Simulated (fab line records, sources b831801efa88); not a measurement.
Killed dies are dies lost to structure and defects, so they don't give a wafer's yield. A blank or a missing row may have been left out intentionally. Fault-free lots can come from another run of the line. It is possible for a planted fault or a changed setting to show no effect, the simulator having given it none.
A struck lot beside a sound one | flow sky130 | 21 steps out of a route of 708
Sound: wafers L906.2, L906.5, L906.6. Struck: wafers L923.2, L923.5, L923.6. The cause is given at the end.
For every step that has rows: the tool of each side, followed by ch and its chambers, followed by its first start. Under that, the readings that differ: sound wafers | struck wafers | difference of the means | sigmas: that difference in standard deviations of wafers without a fault.
alike: words and numbers the same on both sides, and readings whose means are apart by under 2 such deviations; not compared: readings that were withheld, readings missing a value for some wafer, numbers with overlapping values and no deviation given by the record, and bounds like >300 which may hide the same value.
Wherever a step has rows on one side only, a row that says differs or no value, or a row with sigmas, the two part there. Numbers that have no deviation but don't overlap get no sigmas and don't part them. A reading missing from all wafers of one side parts the sides only when that side holds two or more wafers.

first, 6 steps without rows for these wafers: SKY_VT_ADJUST_LVTN_HMDS_01 (prime time 60 s); SKY_VT_ADJUST_LVTN_COAT_02 (resist thk 3000 nm); SKY_VT_ADJUST_LVTN_SOFTBAKE_03; SKY_VT_ADJUST_LVTN_EXPOSE_04 (exposes mask NWM COMPLEMENT LESS NATIVE, target cd 840 nm); SKY_VT_ADJUST_LVTN_PEB_05; SKY_VT_ADJUST_LVTN_DEVELOP_06 (develop time 60 s).
SKY_VT_ADJUST_LVTN_OVL_MEAS_07:
  sound: overlay-02 at day 7 12:37; struck: overlay-01 at day 11 22:37
  alike: VT_ADJUST_LVTN_OVL
after that, 1 step had no rows for these wafers: SKY_VT_ADJUST_LVTN_IMPLANT_08.
SKY_VT_ADJUST_LVTN_STRIP_09: strips in O2/N2.
  sound on plasmaAsher-03 ch 0,1, day 7 12:47; struck on plasmaAsher-02 ch 0,1, day 11 22:48
  alike: drypumpMotorCurrentA, oesProductAu, stripTimeToEndpointS
  not compared: rfHoursCounterH
SKY_VT_ADJUST_LVTN_TW_MEAS_10:
  sound: filmMetro-03 at day 7 12:54; struck: filmMetro-01 at day 11 22:55
  alike: VT_ADJUST_LVTN_TW
then, 2 steps without rows for these wafers: SKY_VT_ADJUST_LVTN_DEHYDRATE_11 (time 60 s); SKY_VT_ADJUST_LVTN_HMDS_12 (prime time 60 s).
SKY_VT_ADJUST_LVTN_COAT_13: resist thk 1140 nm.
  sound on lithoTrack-04 ch 0, day 7 22:03; struck on lithoTrack-04 ch 0, day 12 11:18
reading                                            | sound                | struck               | difference | sigmas
spinSpeedRpm (rpm)                                 | 3002.2 2998.5 3000.3 | 3163.1 3163.3 3164.6 | +163.3     | +78
model.NOVOLAK_of_VT_ADJUST_LVTN_COAT_13.thkNm (nm) | 1137 1139 1139       | 1108 1109 1109       | -30        | 
then, 3 steps without rows for these wafers: SKY_VT_ADJUST_LVTN_SOFTBAKE_14 (time 60 s); SKY_VT_ADJUST_LVTN_EXPOSE_15 (exposes mask HVN STD DERIVED, target cd 600 nm); SKY_VT_ADJUST_LVTN_PEB_16.
SKY_VT_ADJUST_LVTN_DEVELOP_17: develop time 60 s.
  sound on lithoTrack-04 ch 0, day 8 08:51; struck on lithoTrack-01 ch 0, day 12 23:32
reading                                            | sound          | struck         | difference | sigmas
model.NOVOLAK_of_VT_ADJUST_LVTN_COAT_13.thkNm (nm) | 1137 1139 1138 | 1108 1108 1108 | -30        | 
SKY_VT_ADJUST_LVTN_OVL_MEAS_18:
  sound: overlay-01 at day 8 08:59; struck: overlay-02 at day 12 23:40
  alike: VT_ADJUST_LVTN_01_OVL
after that, 1 step had no rows for these wafers: SKY_VT_ADJUST_LVTN_IMPLANT_19.
SKY_VT_ADJUST_LVTN_STRIP_20: strips in O2/N2.
  sound on plasmaAsher-03 ch 0,1, day 8 09:10; struck on plasmaAsher-01 ch 0,1, day 12 23:51
reading                  | sound             | struck            | difference | sigmas
stripTimeToEndpointS (s) | 14.14 14.16 14.17 | 13.80 13.81 13.80 | -0.35      | -9
  alike: drypumpMotorCurrentA, oesProductAu
  not compared: rfHoursCounterH
SKY_VT_ADJUST_LVTN_TW_MEAS_21:
  sound: filmMetro-01 at day 8 09:16; struck: filmMetro-03 at day 12 23:58
  alike: VT_ADJUST_LVTN_2_TW

WHERE THEY PART
First at SKY_VT_ADJUST_LVTN_COAT_13; last, within this record, at SKY_VT_ADJUST_LVTN_STRIP_20. Later steps at which nothing parts them and some readings are alike: SKY_VT_ADJUST_LVTN_TW_MEAS_21.

WHY: the cause the simulator had injected
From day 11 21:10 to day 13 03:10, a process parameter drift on lithoTrack-04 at SKY_VT_ADJUST_LVTN_COAT_13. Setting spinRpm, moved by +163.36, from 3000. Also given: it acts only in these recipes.
